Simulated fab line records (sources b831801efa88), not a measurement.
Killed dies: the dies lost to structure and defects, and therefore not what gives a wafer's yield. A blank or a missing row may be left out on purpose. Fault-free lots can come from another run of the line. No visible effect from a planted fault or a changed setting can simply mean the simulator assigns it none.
Which tool did it? || flow gf180mcu || at 1 step of a route of 602, 7 lots with 21 wafers sampled

== WHAT THE GAUGES SHOWED, per wafer ==
GF_STI_THK_MEAS_02.
{"lot": "L931", "measured": "day 1 16:31", "on": "film_metro-04", "STI_OXIDATION_THK (nm)": "9.97 10.10 10.24"}
{"lot": "L933", "measured": "day 2 02:40", "on": "film_metro-04", "STI_OXIDATION_THK (nm)": "9.90 10.09 10.35"}
{"lot": "L935", "measured": "day 2 12:31", "on": "film_metro-04", "STI_OXIDATION_THK (nm)": "10.02 10.11 10.32"}
{"lot": "L943", "measured": "day 4 04:37", "on": "film_metro-01", "STI_OXIDATION_THK (nm)": "10.03 10.04 9.89"}
{"lot": "L946", "measured": "day 4 19:57", "on": "film_metro-03", "STI_OXIDATION_THK (nm)": "9.96 10.18 10.08"}
{"lot": "L949", "measured": "day 5 10:31", "on": "film_metro-01", "STI_OXIDATION_THK (nm)": "10.36 10.16 10.33"}
{"lot": "L952", "measured": "day 6 02:55", "on": "film_metro-03", "STI_OXIDATION_THK (nm)": "10.36 10.35 10.46"}

== WHICH TOOL RAN EACH LOT (tool, then ch and the chambers of the sampled wafers, then the start) ==
The record holds no process step before these readings.

== THE ANSWER, worked out from the rows above alone ==
Rule: the lots themselves supply what counts as usual. Put in order of their means at a reading, lots are off if they are a third of the lots or fewer, leave a main group of 4 or more, and stand apart from it by a gap of 3 or more times the standard deviation of the main group's means; of several such gaps the widest counts. A main group is skipped when, at the precision printed for the reading in the tables above, its means are all equal. Also off: a lot with no number at a reading for which 4 or more lots have one. The other lots that the step has rows for count as sound.
None of the lots is off at any reading shown; this tells nothing.

== WHAT THE SIMULATOR HAD INSERTED ==
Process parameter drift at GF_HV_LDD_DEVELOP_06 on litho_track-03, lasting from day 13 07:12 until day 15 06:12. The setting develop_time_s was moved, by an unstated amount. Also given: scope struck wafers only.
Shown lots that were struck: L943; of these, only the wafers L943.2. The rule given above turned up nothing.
